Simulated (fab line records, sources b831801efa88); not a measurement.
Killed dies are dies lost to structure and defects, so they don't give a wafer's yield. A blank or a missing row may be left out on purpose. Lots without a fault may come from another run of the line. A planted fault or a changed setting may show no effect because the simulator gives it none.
A struck lot beside a sound one | flow sky130 | 14 steps out of a route of 708
Sound: wafers L591.3, L591.5, L591.6. Struck: wafers L582.2, L582.3, L582.6. The cause comes at the end.
At each step with rows: each side's tool, then ch and its chambers, then its first start. Under that, the readings that differ: sound wafers | struck wafers | difference of the means | sigmas: that difference in standard deviations of wafers without a fault.
alike: readings whose means differ by less than 2 such deviations, and words and numbers that are the same on both sides. not compared: withheld readings, readings that some wafer has no value for, bounds like >300 that may hide the same value, and numbers for which the record gives no deviation and whose values overlap.
The two part at a step that has a row with sigmas, a row that says differs or no value, or rows on one side only. Numbers that don't overlap but have no deviation are shown without sigmas and don't part them. A reading that every wafer of one side lacks parts them only if that side has two wafers or more.

first, 5 steps without rows for these wafers: SKY_LDD_N_IMPLANT_11; SKY_LDD_N_IMPLANT_12; SKY_LDD_N_IMPLANT_13; SKY_LDD_N_IMPLANT_14; SKY_LDD_N_IMPLANT_15.
SKY_LDD_N_STRIP_16: strips in O2/N2.
  sound on plasma_asher-03 ch 0,1, day 24 11:29; struck on plasma_asher-03 ch 0,1, day 21 09:27
  alike: drypump_motor_current_A, oes_product_au, strip_time_to_endpoint_s
  not compared: rf_hours_counter_h
SKY_LDD_N_TW_MEAS_17:
  sound on film_metro-01, day 24 11:34; struck on film_metro-01, day 21 09:34
  alike: LDD_N_TW
then, 5 steps without rows for these wafers: SKY_LDD_P_DEHYDRATE_00 (time 60 s); SKY_LDD_P_HMDS_01 (prime time 60 s); SKY_LDD_P_COAT_02 (resist thk 1140 nm); SKY_LDD_P_SOFTBAKE_03 (time 60 s); SKY_LDD_P_EXPOSE_04 (exposes mask PSDM, target cd 380 nm).
SKY_LDD_P_PEB_05:
  sound on litho_track-02 ch 0, day 25 17:19; struck on litho_track-01, day 22 15:50
  reading         | sound          | struck | difference                    | sigmas
  exhaust_pa (Pa) | 45.1 45.3 43.7 | - - -  | no value on the struck wafers |
  not compared: chill_plate_temp_C, time_s
then, 1 step without rows for these wafers: SKY_LDD_P_DEVELOP_06 (develop time 60 s).

WHERE THEY PART
Only at SKY_LDD_P_PEB_05, within this record.

WHY: what the simulator had put in
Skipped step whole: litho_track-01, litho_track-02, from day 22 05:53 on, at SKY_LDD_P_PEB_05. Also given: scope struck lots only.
